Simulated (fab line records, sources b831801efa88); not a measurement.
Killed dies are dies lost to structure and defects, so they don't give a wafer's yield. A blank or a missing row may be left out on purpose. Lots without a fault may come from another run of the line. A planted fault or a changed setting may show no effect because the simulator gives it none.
Problem report in the 8D (eight disciplines) form, filled by code | flow sky130 | the parts of the form that need people (team, actions taken, sign-off) are left out

1. THE PROBLEM
SONOS_ONO_CVD_04_THK at SKY_SONOS_ONO_THK_MEAS_05 reads a mean of 6.47 nm on 6 wafers of 2 lots; wafers without a fault read 5.83 nm with a standard deviation of 0.081. That is +7.9 standard deviations from the usual mean.
First seen on wafer L800.2, day 15 19:51, on film_metro-03. The record holds 39 wafers of 13 lots with a number at this step. Rule for "out", or "out of limits": more than 4 standard deviations from the usual mean. The other wafers with a number count as sound.

2. WHAT IT IS AND WHAT IT IS NOT
question                    | is                           | is not
which readings at this step | SONOS_ONO_CVD_04_THK         | -
which lots                  | L800, L801                   | L787, L789, L790, L791, L792, L794, L795, L796, L797, L809, L810
which wafers of those lots  | all that have a number       | -
read on which gauges        | film_metro-01, film_metro-03 | film_metro-02
when                        | from day 15 19:51            | up to then (27 sound wafers); but 6 sound wafers of L809, L810 came after

3. SUSPECTS, AND WHAT RULES EACH OUT
Counting: a tool at a process step up to the reading stays a suspect if it ran every lot that is out and no sound lot after the first of them.
- the gauge at SKY_SONOS_ONO_THK_MEAS_05: ruled out. The wafers that are out were read on 2 gauges (film_metro-01, film_metro-03).
- plasma_asher-02 at SKY_VT_ADJUST_LVTN_STRIP_09 (strips in O2/N2): kept. It ran every lot that is out, first L800 (day 10 09:14), and no sound lot after that; its last sound lot up to then is L790 (day 8 00:17).
- lpcvd-03 at SKY_SONOS_ONO_CVD_04 (deposits SiO2 from SiH4/N2O, target thk 5.7199 nm): ruled out as a lasting fault. Sound lots L809, L810 ran on it after its first lot that is out, L800 (day 15 18:35).
Left after counting: plasma_asher-02 at SKY_VT_ADJUST_LVTN_STRIP_09.

4. THE CAUSE (what the simulator had put in)
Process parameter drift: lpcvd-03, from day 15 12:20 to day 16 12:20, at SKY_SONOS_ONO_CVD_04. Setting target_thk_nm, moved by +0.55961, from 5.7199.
Counting ruled it out, wrongly: the rule takes a fault to strike every lot that its tool runs from its start on, and this one did not.

5. THE CHAIN OF EFFECTS, in route order
Each row: a reading whose mean over the struck wafers that have a number lies more than 3 standard deviations from the usual. Only readings for which the record gives a usual standard deviation are gone through. hours: the time from each lot's start at the first step in this table that gives one to its start at this step, as a median over the lots. sigmas: the change in usual standard deviations.
hours | step                      | reading              | usual   | on struck wafers | change | sigmas
0     | SKY_SONOS_ONO_THK_MEAS_05 | SONOS_ONO_CVD_04_THK | 5.83 nm | 6.47             | +0.64  | +7.9

6. WHAT WOULD HAVE CAUGHT IT SOONER
In this record the first reading out of limits at a measuring or inspecting step was taken at day 15 19:51, 8 hours after the fault began at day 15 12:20.
